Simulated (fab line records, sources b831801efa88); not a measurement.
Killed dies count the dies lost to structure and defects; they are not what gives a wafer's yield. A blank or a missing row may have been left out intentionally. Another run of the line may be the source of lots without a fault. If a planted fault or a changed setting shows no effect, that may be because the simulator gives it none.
Problem report, 8D (eight disciplines) form, completed by code    flow sky130    the parts of the form that need people (team, actions taken, sign-off) are left out

## 1. THE PROBLEM
Mean of oes_product_au at SKY_LOCAL_INTERCONNECT_ETCH_13: 0.889 a.u. across 6 wafers in 2 lots; on wafers with no fault it is 0.855 a.u. (standard deviation 0.0044). Relative to the usual mean, that is a shift of +7.7 standard deviations.
The step: etches BARC in N2/H2, stops on SiO2, time 45.9 s, target depth 60 nm.
First seen on wafer L146.2, day 34 05:14, on rie_metal-03. Wafers with a number at this step in the record: 33, from 11 lots. The rule behind "out" and "out of limits": a value lying over 4 standard deviations away from the usual mean. The other wafers with a number count as sound.

## 2. WHAT IT IS AND WHAT IT IS NOT
question                     is                            is not
which readings at this step  oes_product_au, run_length_s  chamber_pressure_mTorr, drypump_motor_current_A, throttle_valve_pct
which lots                   L146, L148                    L138, L139, L142, L152, L157, L158, L159, L160, L161
which wafers of those lots   all that have a number        -
read on which tools          rie_metal-03                  rie_metal-02, rie_metal-04
when                         from day 34 05:14             up to then (9 sound wafers); but 18 sound wafers of L152, L157, L158, L159, L160, L161 came after

## 3. WHAT RULES OUT EACH SUSPECT
Counting: a tool at any process step up to the reading remains a suspect when it ran all the lots that are out and ran no sound lot after the first of those.
- cmp-02 at SKY_LI_CONTACT_CMP_24 (polishes, stops on PSG, t overpolish 20 s, target thk 0 nm): ruled out as a lasting fault. Following L146 (day 33 01:02), the first lot on it that is out, the sound lots L152, L158, L160 were run on it.
- rie_metal-03 at SKY_LOCAL_INTERCONNECT_ETCH_13 (etches BARC in N2/H2, stops on SiO2, time 45.9 s, target depth 60 nm): kept. All lots that are out passed through it, beginning with L146 at day 34 05:14, and no sound lot followed; its final sound lot before that point was L138 at day 31 14:49. On those wafers its own readings are out: oes_product_au, run_length_s.
Left after counting: rie_metal-03 at SKY_LOCAL_INTERCONNECT_ETCH_13.

## 4. THE CAUSE (what the simulator had put in)
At SKY_LOCAL_INTERCONNECT_ETCH_13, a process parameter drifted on rie_metal-03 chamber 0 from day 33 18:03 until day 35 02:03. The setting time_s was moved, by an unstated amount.
Only this tool survived the counting.

## 5. THE EFFECT CHAIN, in route order
Each row: a reading whose mean over the struck wafers that have a number lies more than 3 standard deviations from the usual. Only readings whose record carries a usual standard deviation are examined. hours: median over the lots of the time between each lot's start at the first step of this table that gives one and its start at this step. sigmas: the change, counted in usual standard deviations.
hours  step                            reading         usual       on struck wafers  change  sigmas
0      SKY_LOCAL_INTERCONNECT_ETCH_13  oes_product_au  0.855 a.u.  0.889             +0.034  +7.7
0      SKY_LOCAL_INTERCONNECT_ETCH_13  run_length_s    74.3 s      72.1              -2.2    -6.5
It contains these process steps:
- SKY_LOCAL_INTERCONNECT_ETCH_13: etches BARC in N2/H2, stops on SiO2, time 45.9 s, target depth 60 nm.

## 6. WHAT WOULD HAVE CAUGHT IT SOONER
The fault began at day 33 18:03; the first out-of-limits reading in this record came at day 34 05:14, 11 hours later.
